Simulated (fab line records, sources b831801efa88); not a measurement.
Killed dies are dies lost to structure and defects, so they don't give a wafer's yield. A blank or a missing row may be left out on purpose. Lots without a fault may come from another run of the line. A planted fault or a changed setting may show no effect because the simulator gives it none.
Chamber matching | flow gf180mcu | GF_V5_ETCH_16 on rie_diel-01: 3 sister chambers
The step etches BARC in N2/H2. 3 wafers are shown with their chamber, then 4 later ones without.

WAFERS WITH THEIR CHAMBER
wafer  | chamber | oes_product_au (a.u.)
L597.6 | 3       | 0.844
L599.5 | 1       | 0.848
L599.6 | 2       | 0.856

WAFERS WITHOUT THEIR CHAMBER
wafer  | oes_product_au (a.u.)
L601.5 | 0.854
L604.2 | 0.856
L604.4 | 0.853
L604.6 | 0.854

WHICH CHAMBER EACH WENT THROUGH
wafer  | from the rows above     | in truth
L601.5 | can't be placed: 2 or 1 | 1
L604.2 | 2                       | 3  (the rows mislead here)
L604.4 | can't be placed: 2 or 1 | 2
L604.6 | can't be placed: 2 or 1 | 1
Placed correctly: 0 of 4. Can't be placed from these rows: 3 (the true chamber is among the candidates in 3). Placed wrongly: 1.
How it was worked out, from the rows above alone: a wafer's distance from a chamber is the root of the sum, over the readings, of the square of ((its reading less the chamber's mean) divided by the reading's scatter). The wafer belongs to the nearest chamber; if the next one is less than 2 further off, it can't be placed. A chamber's mean is the mean of its shown wafers. The scatter: with one shown wafer a chamber, the root of the mean of the squares of how far each hidden wafer lies from its nearest shown one.
